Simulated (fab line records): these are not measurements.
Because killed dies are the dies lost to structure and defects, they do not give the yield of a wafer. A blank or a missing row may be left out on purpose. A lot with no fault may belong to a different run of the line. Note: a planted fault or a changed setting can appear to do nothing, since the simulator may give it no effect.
The tool behind it: which one?	flow gf180mcu	36 wafers from 12 lots sampled at 5 of the route's 602 steps

WHAT THE GAUGES READ, wafer by wafer
GF_STI_THK_MEAS_02. Usual: STI_OXIDATION_THK 9.99 nm, standard deviation 0.23.
lot	measured	on	STI_OXIDATION_THK (nm)	flag
L517	day 1 16:31	filmMetro-03	10.00 10.04 9.95	
L518	day 1 21:31	filmMetro-04	9.85 9.75 9.73	
L519	day 2 02:31	filmMetro-02	9.47 9.55 9.31	
L523	day 3 00:34	filmMetro-04	9.68 9.66 9.51	
L524	day 3 03:31	filmMetro-02	10.11 10.15 10.24	
L532	day 4 19:31	filmMetro-04	10.39 10.23 10.32	
L533	day 5 00:53	filmMetro-03	10.20 10.37 10.20	
L535	day 5 10:32	filmMetro-02	9.96 10.05 10.15	
L536	day 5 16:48	filmMetro-02	10.00 10.01 9.93	
L537	day 5 20:31	filmMetro-03	10.04 10.03 10.04	
L538	day 6 01:31	filmMetro-02	9.83 9.87 9.93	
L539	day 6 07:09	filmMetro-04	10.23 10.05 10.00	

GF_CONTACT_THK_MEAS_03. Usual: CONTACT_CVD_02_THK 855 nm, standard deviation 10.
lot	measured	on	CONTACT_CVD_02_THK (nm)	flag
L517	day 15 13:23	filmMetro-04	863 847 853	
L518	day 15 23:40	filmMetro-04	842 868 860	
L519	day 16 05:59	filmMetro-01	857 871 876	
L523	day 17 21:19	filmMetro-04	864 873 871	
L524	day 18 02:39	filmMetro-01	854 842 861	
L532	day 20 21:15	filmMetro-04	851 838 851	
L533	day 21 08:59	filmMetro-01	845 855 868	
L535	day 22 00:22	filmMetro-01	855 874 858	
L536	day 22 10:38	filmMetro-04	850 866 860	
L537	day 22 17:58	filmMetro-03	850 851 858	
L538	day 23 00:37	filmMetro-04	852 862 859	
L539	day 23 05:07	filmMetro-04	840 841 855	

TOOL THAT RAN EACH LOT (tool first, then ch and the chambers of the sampled wafers, then the start)
lot	GF_STI_ETCH_13	GF_STI_STRIP_15	GF_CONTACT_CVD_02
L517	rieDiel-03 ch 0,1,2, day 2 07:04	plasmaAsher-03 ch 0,1, day 2 07:13	pecvd-04 ch 0,1,2, day 15 13:19
L518	rieDiel-02 ch 0,3, day 2 11:49	plasmaAsher-01 ch 0,1, day 2 11:58	pecvd-02 ch 0,1,2, day 15 23:35
L519	rieDiel-02 ch 2,3, day 2 16:46	plasmaAsher-04 ch 0,1, day 2 16:55	pecvd-02 ch 0,1,2, day 16 05:55
L523	rieDiel-02 ch 0,1,2, day 3 15:31	plasmaAsher-04 ch 0,1, day 3 15:42	pecvd-02 ch 0,1, day 17 21:13
L524	rieDiel-02 ch 0,1,3, day 3 18:13	plasmaAsher-03 ch 0,1, day 3 18:22	pecvd-02 ch 0,1,2, day 18 02:35
L532	rieDiel-01 ch 0,1,3, day 5 11:13	plasmaAsher-04 ch 0,1, day 5 11:22	pecvd-04 ch 0,1, day 20 21:11
L533	rieDiel-01 ch 0,2,3, day 5 17:16	plasmaAsher-04 ch 0,1, day 5 17:25	pecvd-03 ch 1,2, day 21 08:55
L535	rieDiel-01 ch 2,3, day 6 03:10	plasmaAsher-04 ch 0,1, day 6 03:21	pecvd-02 ch 0,1,2, day 22 00:17
L536	rieDiel-03 ch 0,2, day 6 09:25	plasmaAsher-01 ch 0,1, day 6 09:34	pecvd-04 ch 0,2, day 22 10:34
L537	rieDiel-01 ch 0,2,3, day 6 14:37	plasmaAsher-01 ch 0,1, day 6 14:46	pecvd-03 ch 0,1, day 22 17:53
L538	rieDiel-02 ch 0,1, day 6 18:34	plasmaAsher-04 ch 0,1, day 6 18:43	pecvd-02 ch 0,2, day 23 00:32
L539	rieDiel-03 ch 0,2,3, day 7 00:04	plasmaAsher-03 ch 0,1, day 7 00:13	pecvd-04 ch 1,2, day 23 05:03
- GF_STI_ETCH_13: etches the open film in CHF3/O2, stops on Si, target depth 282.31 nm, time 112.9 s.
- GF_STI_STRIP_15: strips in O2/N2.
- GF_CONTACT_CVD_02: deposits SiO2 from TEOS, target thk 860 nm, time 95.992 s.

WHAT THE TOOLS THEMSELVES READ (means of the sampled wafers that have a number; where no wafer has one, the mark that the record gives instead)
GF_STI_ETCH_13. Usual: drypumpMotorCurrentA 5.4 A, standard deviation 0.51; oesProductAu 0.832 a.u., standard deviation 0.0057; throttleValvePct 8.809 %, standard deviation 0.0084.
lot	tool	drypumpMotorCurrentA (A)	oesProductAu (a.u.)	throttleValvePct (%)	flag
L517	rieDiel-03	5.9	0.837	8.814	
L518	rieDiel-02	5.1	0.825	8.808	
L519	rieDiel-02	5.0	0.831	8.814	
L523	rieDiel-02	5.6	0.670	8.761	OFF
L524	rieDiel-02	5.5	0.676	8.764	OFF
L532	rieDiel-01	5.1	0.833	8.811	
L533	rieDiel-01	5.4	0.826	8.806	
L535	rieDiel-01	5.1	0.836	8.809	
L536	rieDiel-03	6.2	0.838	8.808	
L537	rieDiel-01	5.4	0.837	8.808	
L538	rieDiel-02	5.8	0.838	8.809	
L539	rieDiel-03	6.1	0.829	8.804	

GF_STI_STRIP_15. Usual: drypumpMotorCurrentA 5.7 A, standard deviation 0.52; heaterPowerW 326 W, standard deviation 11; n2FlowSccm 300.0 sccm, standard deviation 0.95; oesProductAu 0.385 a.u., standard deviation 0.0053; stripTimeToEndpointS 3.74 s, standard deviation 0.041.
lot	tool	drypumpMotorCurrentA (A)	heaterPowerW (W)	n2FlowSccm (sccm)	oesProductAu (a.u.)	stripTimeToEndpointS (s)	flag
L517	plasmaAsher-03	5.3	328	300.0	0.378	3.73	
L518	plasmaAsher-01	6.3	330	300.0	0.380	3.72	
L519	plasmaAsher-04	5.9	328	299.7	0.395	3.79	
L523	plasmaAsher-04	5.9	323	300.4	0.324	2.37	OFF
L524	plasmaAsher-03	5.2	318	300.1	0.322	2.31	OFF
L532	plasmaAsher-04	5.8	329	300.2	0.381	3.70	
L533	plasmaAsher-04	5.8	330	300.1	0.385	3.73	
L535	plasmaAsher-04	5.8	329	300.8	0.389	3.77	
L536	plasmaAsher-01	5.8	324	299.3	0.384	3.76	
L537	plasmaAsher-01	6.2	323	299.8	0.386	3.75	
L538	plasmaAsher-04	5.8	332	300.0	0.385	3.75	
L539	plasmaAsher-03	5.2	318	300.4	0.389	3.76	

GF_CONTACT_CVD_02. Usual: heaterPowerW at 599 W, with a standard deviation of 95.
lot	tool	heaterPowerW (W)	flag
L517	pecvd-04	597	
L518	pecvd-02	599	
L519	pecvd-02	573	
L523	pecvd-02	613	
L524	pecvd-02	591	
L532	pecvd-04	577	
L533	pecvd-03	645	
L535	pecvd-02	644	
L536	pecvd-04	592	
L537	pecvd-03	655	
L538	pecvd-02	680	
L539	pecvd-04	613	

THE ANSWER, worked out from the rows above alone
Rule: a lot is off if the mean of its wafers that have a number lies more than 3 standard deviations from the usual mean. Also off: a lot with no number at a reading for which 4 or more lots have one. Where the step has rows for the other lots, those lots are counted as sound. After the gauges, taken in route order, come the tools' own readings; for these a lot's mean is taken, as printed above. At the first step where some lot is off, the reading lying furthest off is the one used; lots without a number count as furthest.
Off: L523, L524 (GF_STI_ETCH_13, oesProductAu).
A tool fits if, at that step or a process step before it, it ran every lot that is off, and no sound lot after the first of them. Not one of the candidates tried fits.

WHAT HAD BEEN PUT IN BY THE SIMULATOR
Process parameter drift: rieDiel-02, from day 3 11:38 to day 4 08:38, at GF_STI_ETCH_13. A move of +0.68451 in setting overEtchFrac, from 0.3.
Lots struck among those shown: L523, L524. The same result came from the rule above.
